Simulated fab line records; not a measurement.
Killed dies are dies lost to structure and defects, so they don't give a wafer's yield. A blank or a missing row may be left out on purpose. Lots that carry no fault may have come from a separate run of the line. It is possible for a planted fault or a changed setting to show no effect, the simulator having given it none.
Comparing a struck lot with a sound one | flow sky130 | 43 out of 708 route steps
Sound: these wafers, L376.1, L376.2, L376.3. Wafers struck: L384.3, L384.4, L384.5. At the end, the cause is stated.
For every step that has rows: the tool of each side, followed by ch and its chambers, followed by its first start. Under that, the readings that differ: sound wafers | struck wafers | difference of the means | sigmas: that difference in standard deviations of wafers without a fault.
alike: words and numbers the same on both sides, and readings whose means are apart by under 2 such deviations; not compared: readings that were withheld, readings missing a value for some wafer, numbers with overlapping values and no deviation given by the record, and bounds like >300 which may hide the same value.
Wherever a step has rows on one side only, a row that says differs or no value, or a row with sigmas, the two part there. Numbers that don't overlap but have no deviation are shown without sigmas and don't part them. A reading that every wafer of one side lacks parts them only if that side has two wafers or more.

SKY_VIA4_BOW_MEAS_03:
  sound on film_metro-01 at day 42 10:50; struck on film_metro-02 at day 45 02:01
  alike: VIA4_BOW
then, 7 steps without rows for these wafers: SKY_VIA4_DEHYDRATE_04 (time 60 s); SKY_VIA4_HMDS_05 (prime time 60 s); SKY_VIA4_COAT_06 (resist thk 1140 nm); SKY_VIA4_SOFTBAKE_07 (time 60 s); SKY_VIA4_EXPOSE_08 (exposes mask VIM4, target cd 800 nm); SKY_VIA4_PEB_09; SKY_VIA4_DEVELOP_10 (develop time 60 s).
SKY_VIA4_OVL_MEAS_11:
  sound on overlay-01 at day 43 08:56; struck on overlay-01 at day 45 22:58
  alike: VIA4_OVL
then, 3 steps without rows for these wafers: SKY_VIA4_ETCH_12 (etches SiO2 in C4F8/O2/Ar, stops on TiN, target depth 580 nm); SKY_VIA4_STRIP_13 (strips in O2/N2); SKY_VIA4_STRIP_14 (strips in post etch residue remover, time 1200 s).
SKY_VIA4_CLEAN_15: cleans in IPA, time 180 s.
  sound on wet_bench-04 ch 0, day 43 09:53; struck on wet_bench-04 ch 0, day 45 23:32
then, 1 step without rows for these wafers: SKY_VIA4_CLEAN_16 (cleans in O3/DIW).
SKY_VIA4_SPUTTER_17: material TiN, target thk 20 nm, time 80 s.
  sound on pvd_sputter-01 at day 43 10:02; struck on pvd_sputter-01 at day 45 23:41
  alike: throttle_valve_pct
then, 1 step without rows for these wafers: SKY_VIA4_CVD_18 (deposits W, target thk 505 nm, time 152.14 s).
SKY_VIA4_RS_MEAS_19: uses a four-point probe to measure.
  sound on film_metro-02 at day 43 10:15; struck on film_metro-03 at day 45 23:56
  alike: VIA4_W_RS
SKY_VIA4_THK_MEAS_20: measures by xrf.
  sound on film_metro-02 at day 43 10:22; struck on film_metro-03 at day 46 00:02
  alike: VIA4_W_THK
SKY_VIA4_CMP_21: polishes, stops on SiO2, t overpolish 25 s, target thk 0 nm.
  sound on cmp-01 ch 0,1,3, day 43 10:26; struck on cmp-01 ch 0,1, day 46 00:10
  alike: motor_current_A, overpolish_run_s, time_to_endpoint_s
then, 4 steps without rows for these wafers: SKY_METAL5_SPUTTER_00 (material Ti, target thk 15 nm, time 10 s); SKY_METAL5_SPUTTER_01 (material TiN, target thk 20 nm, time 16.7 s); SKY_METAL5_SPUTTER_02 (material AlCu, target thk 1150 nm, time 63.78 s); SKY_METAL5_SPUTTER_03 (material Ti, target thk 5 nm, time 3.3 s).
SKY_METAL5_SPUTTER_04: material TiN, target thk 70 nm, time 58.3 s.
  sound on pvd_sputter-04 at day 43 10:51; struck on pvd_sputter-01 at day 46 00:35
  alike: throttle_valve_pct
SKY_METAL5_RS_MEAS_05: uses a four-point probe to measure.
  sound on film_metro-04 at day 43 10:54; struck on film_metro-03 at day 46 00:40
  alike: METAL5_ALCU_RS
SKY_METAL5_THK_MEAS_06: measures by xrf.
  sound on film_metro-04 at day 43 11:01; struck on film_metro-03 at day 46 00:46
  alike: METAL5_ALCU_THK
then, 9 steps without rows for these wafers: SKY_METAL5_DEHYDRATE_07 (time 60 s); SKY_METAL5_HMDS_08 (prime time 60 s); SKY_METAL5_COAT_09 (resist thk 1800 nm); SKY_METAL5_SOFTBAKE_10 (time 60 s); SKY_METAL5_EXPOSE_11 (exposes mask MM5, target cd 1600 nm); SKY_METAL5_PEB_12; SKY_METAL5_DEVELOP_13 (develop time 60 s); SKY_METAL5_DESCUM_14 (chemistry O2, time 11 s); SKY_METAL5_METAL_ETCH_15 (etches the open film in Cl2/BCl3, stops on SiO2, target depth 1260 nm, time 252 s).
SKY_METAL5_STRIP_16: strips in O2/N2.
  sound on plasma_asher-04 ch 0,1, day 44 09:19; struck on plasma_asher-01 ch 0,1, day 46 21:16
  alike: drypump_motor_current_A, oes_product_au, strip_time_to_endpoint_s
  not compared: rf_hours_counter_h
then, 4 steps without rows for these wafers: SKY_METAL5_STRIP_17 (strips in post etch residue remover, time 1200 s); SKY_METAL5_CLEAN_18 (cleans in IPA, time 180 s); SKY_METAL5_CLEAN_19 (cleans in O3/DIW); SKY_PASSIVATION_CVD_00 (deposits SiO2, target thk 90 nm).
SKY_PASSIVATION_THK_MEAS_01:
  sound on film_metro-01 at day 44 09:56; struck on film_metro-03 at day 46 21:52
  alike: PASSIVATION_CVD_00_THK
SKY_PASSIVATION_CVD_02: deposits Si3N4, target thk 540 nm.
  sound on pecvd-02 ch 0,2, day 44 10:00; struck on pecvd-02 ch 0,1,2, day 46 21:55
  alike: heater_power_w
SKY_PAD_OPEN_PROBE_99:
  sound on prober-02 at day 46 07:33; struck on prober-02 at day 48 15:26
  reading            | sound    | struck   | difference | sigmas
  killed_at_M4_up    | 2 1 4    | 27 33 33 | +29        | +15
  killed_at_contacts | 29 25 27 | 12 18 20 | -10        | -2
  alike: defect_limited_yield, killed_at_M0_to_M3, killed_at_front_end, killed_at_other, killed_dies, killed_on_rim, killed_open, killed_short, sort_bin_3_pad_short, sort_bin_5_function, sort_bin_6_memory, sort_n_pass, sort_yield_pct
  not compared: model.etest.tester.sort_n_pass, model.etest.tester.sort_yield_pct, model.etest.tester.sort_bin_5_pct, model.etest.tester.sort_bin_3_pct

== WHERE THEY PART ==
Within this record, at SKY_PAD_OPEN_PROBE_99 only.

WHY: what had been put in by the simulator
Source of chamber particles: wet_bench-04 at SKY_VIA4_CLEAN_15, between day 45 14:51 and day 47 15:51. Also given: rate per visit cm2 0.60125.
